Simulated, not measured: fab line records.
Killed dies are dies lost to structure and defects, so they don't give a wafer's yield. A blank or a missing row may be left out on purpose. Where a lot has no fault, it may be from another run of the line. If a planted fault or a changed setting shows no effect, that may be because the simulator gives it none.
A lot that was struck, set against a sound lot + flow sky130 + 34 steps out of a route of 708
Sound: the wafers L861.1, L861.3, L861.4. Struck: wafers L870.1, L870.2, L870.5. The cause is given at the end.
At each step with rows: each side's tool, then ch and its chambers, then its first start. Under that, the readings that differ: sound wafers + struck wafers + difference of the means + sigmas: that difference in standard deviations of wafers without a fault.
alike: readings with means less than 2 such deviations apart, plus words and numbers identical on both sides. not compared: withheld readings, readings lacking a value on some wafer, bounds such as >300 that could conceal the same value, and numbers that have no deviation in the record and whose values overlap.
The two part at a step that has a row with sigmas, a row that says differs or no value, or rows on one side only. Numbers that don't overlap but have no deviation are shown without sigmas and don't part them. A reading missing from all wafers of one side parts the sides only when that side holds two or more wafers.

first, 10 steps without rows for these wafers: SKY_LI_CONTACT_DEHYDRATE_04 (time 60 s); SKY_LI_CONTACT_HMDS_05 (prime time 60 s); SKY_LI_CONTACT_COAT_06 (resist thk 60 nm); SKY_LI_CONTACT_COAT_07 (resist thk 450 nm); SKY_LI_CONTACT_SOFTBAKE_08 (time 90 s); SKY_LI_CONTACT_EXPOSE_09 (exposes mask LICM1, target cd 170 nm); SKY_LI_CONTACT_PEB_10; SKY_LI_CONTACT_DEVELOP_11 (develop time 60 s); SKY_LI_CONTACT_ETCH_14 (etches BARC in N2/H2, stops on SiO2, time 45.9 s, target depth 60 nm); SKY_LI_CONTACT_ETCH_15 (etches PSG in C4F8/O2/Ar, stops on Si, target depth 600 nm).
SKY_LI_CONTACT_STRIP_16: strips in O2/N2.
  sound on plasma_asher-03 ch 0,1, day 30 21:47; struck on plasma_asher-03 ch 0,1, day 33 19:23
  alike: drypump_motor_current_A, oes_product_au, strip_time_to_endpoint_s
  not compared: rf_hours_counter_h
then, 22 steps without rows for these wafers: SKY_LI_CONTACT_CLEAN_17 (cleans in NMP, time 600 s); SKY_LI_CONTACT_PRE_CLEAN_18 (time 5.6 s); SKY_LI_CONTACT_SPUTTER_19 (material Ti, target thk 20 nm, time 106.37 s); SKY_LI_CONTACT_SPUTTER_20 (material TiN, target thk 20 nm, time 80 s); SKY_LI_CONTACT_CVD_21 (deposits W, target thk 400 nm, time 120.56 s); SKY_LI_CONTACT_CMP_24 (polishes, stops on PSG, t overpolish 20 s, target thk 0 nm); SKY_LOCAL_INTERCONNECT_SPUTTER_00 (material TiN, target thk 100 nm, time 83.3 s); SKY_LOCAL_INTERCONNECT_DEHYDRATE_03 (time 60 s); SKY_LOCAL_INTERCONNECT_HMDS_04 (prime time 60 s); SKY_LOCAL_INTERCONNECT_COAT_05 (resist thk 60 nm); SKY_LOCAL_INTERCONNECT_COAT_06 (resist thk 450 nm); SKY_LOCAL_INTERCONNECT_SOFTBAKE_07 (time 90 s); SKY_LOCAL_INTERCONNECT_EXPOSE_08 (exposes mask LI1M, target cd 170 nm); SKY_LOCAL_INTERCONNECT_PEB_09; SKY_LOCAL_INTERCONNECT_DEVELOP_10 (develop time 60 s); SKY_LOCAL_INTERCONNECT_ETCH_13 (etches BARC in N2/H2, stops on SiO2, time 45.9 s, target depth 60 nm); SKY_LOCAL_INTERCONNECT_METAL_ETCH_14 (etches TiN in Cl2/BCl3, stops on PSG, target depth 110 nm, time 31.4 s); SKY_LOCAL_INTERCONNECT_STRIP_15 (strips in O2/N2); SKY_LOCAL_INTERCONNECT_STRIP_16 (strips in post etch residue remover, time 1200 s); SKY_LOCAL_INTERCONNECT_CLEAN_17 (cleans in IPA, time 180 s); SKY_LOCAL_INTERCONNECT_CLEAN_18 (cleans in O3/DIW); SKY_CONTACT_CVD_00 (deposits Si3N4, target thk 75 nm).
-- the record jumps here: 15 days lie between the struck wafers' starts before and after (it left off in module CONTACT and takes up again in module PAD_OPEN, whose first step shown is number 708 of the route) --
SKY_PAD_OPEN_PROBE_99:
  struck on prober-01, day 49 03:25; sound on prober-02, day 47 05:05
| reading            | sound     | struck                                                                     | difference                   | sigmas |
|--------------------|-----------|----------------------------------------------------------------------------|------------------------------|--------|
| hold               | - - -     | await_dispo/4.1h/release await_dispo/4.1h/release await_dispo/4.1h/release | no value on the sound wafers |        |
| killed_at_contacts | 22 22 24  | 83 39 89                                                                   | +48                          | +9     |
| killed_dies        | 95 102 90 | 152 95 142                                                                 | +34                          | +3     |
  alike: killed_at_M0_to_M3, killed_at_M4_up, killed_at_front_end, killed_at_other, killed_open, killed_short

== WHERE THEY PART ==
At SKY_PAD_OPEN_PROBE_99 and nowhere else, as far as this record goes.

WHY: whatever the simulator had introduced
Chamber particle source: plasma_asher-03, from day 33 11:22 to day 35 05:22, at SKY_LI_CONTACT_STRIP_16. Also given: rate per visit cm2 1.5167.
